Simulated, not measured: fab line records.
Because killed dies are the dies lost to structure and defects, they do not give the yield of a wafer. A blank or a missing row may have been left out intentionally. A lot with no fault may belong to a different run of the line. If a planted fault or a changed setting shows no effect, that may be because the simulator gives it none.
Problem report, 8D (eight disciplines) form, completed by code / flow gf180mcu / the parts of the form that need people (team, actions taken, sign-off) are left out

1. THE ISSUE
CONTACT_W_RS at GF_CONTACT_RS_MEAS_25 reads a mean of 0.354 ohm/sq on 2 wafers of 2 lots; wafers without a fault read 0.381 ohm/sq with a standard deviation of 0.006. That puts it -4.4 standard deviations away from the usual mean.
The step: measures by four-point-probe.
First seen on wafer L188.3, day 23 11:38, on film_metro-04. Wafers with a number at this step in the record: 36, from 12 lots. Rule for "out" (also "out of limits"): further than 4 standard deviations from the usual mean. All remaining wafers that have a number are taken as sound.

2. WHAT THIS IS AND IS NOT
question=which readings at this step | is=CONTACT_W_RS | is not=-
question=which lots | is=L188, L190 | is not=L169, L170, L171, L172, L174, L178, L179, L180, L182, L183
question=which wafers of those lots | is=L188.3, L190.2 | is not=L188.5, L188.6, L190.4, L190.5
question=read on which gauges | is=film_metro-04 | is not=film_metro-01, film_metro-02
question=when | is=from day 23 11:38 | is not=up to then (32 sound wafers); but 2 sound wafers of L190 came after

3. SUSPECTS, AND WHAT RULES EACH OUT
Counting: any tool at a process step up to the reading remains a suspect provided it ran every lot that is out. Sound lots after the first of them don't rule it out here, since some wafers of a struck lot are sound.
- the gauge at GF_CONTACT_RS_MEAS_25: kept. All the wafers that are out were read on film_metro-04, and no step on other tools shows them out.
- cvd_w-01 at GF_CONTACT_CVD_24 (deposits W, target thk 300 nm, time 90.339 s): kept. Ran every lot that is out, first one L188 (day 23 11:32); last sound lot up to then L183 (day 21 10:58).
Remaining after the count are cvd_w-01 at GF_CONTACT_CVD_24 and film_metro-04 at GF_CONTACT_RS_MEAS_25.

4. THE CAUSE (what the simulator had put in)
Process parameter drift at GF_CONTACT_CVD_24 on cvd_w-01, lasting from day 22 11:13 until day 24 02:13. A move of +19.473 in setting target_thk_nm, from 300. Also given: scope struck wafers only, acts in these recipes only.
This tool is one of the 2 suspects left after counting.

5. THE CHAIN OF EFFECTS, in route order
One row per reading whose mean, taken over the struck wafers that have a number, lies over 3 standard deviations from the usual. Scope: only readings with a usual standard deviation given in the record; hours: median across lots of the time from each lot's start at the first step in this table that gives one to its start at this step; sigmas: change in usual standard deviations.
hours=0; step=GF_CONTACT_RS_MEAS_25; reading=CONTACT_W_RS; usual=0.381 ohm/sq; on struck wafers=0.354; change=-0.027; sigmas=-4.4
hours=0; step=GF_CONTACT_THK_MEAS_26; reading=CONTACT_W_THK; usual=297 nm; on struck wafers=320; change=+24; sigmas=+3.7

6. WHAT WOULD HAVE CAUGHT IT SOONER
24 hours passed between the start of the fault at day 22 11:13 and the first reading out of limits at a measuring or inspecting step in this record, taken at day 23 11:38.
Tool readings at GF_CONTACT_CVD_24 with a usual standard deviation given in the record: none out on any struck wafer, hence no alarm at a limit of 4 standard deviations on them.
Of the lots that are out (2), L190 began GF_CONTACT_CVD_24 on cvd_w-01 after day 23 11:38. A tool hold placed at that time would have kept it from harm.
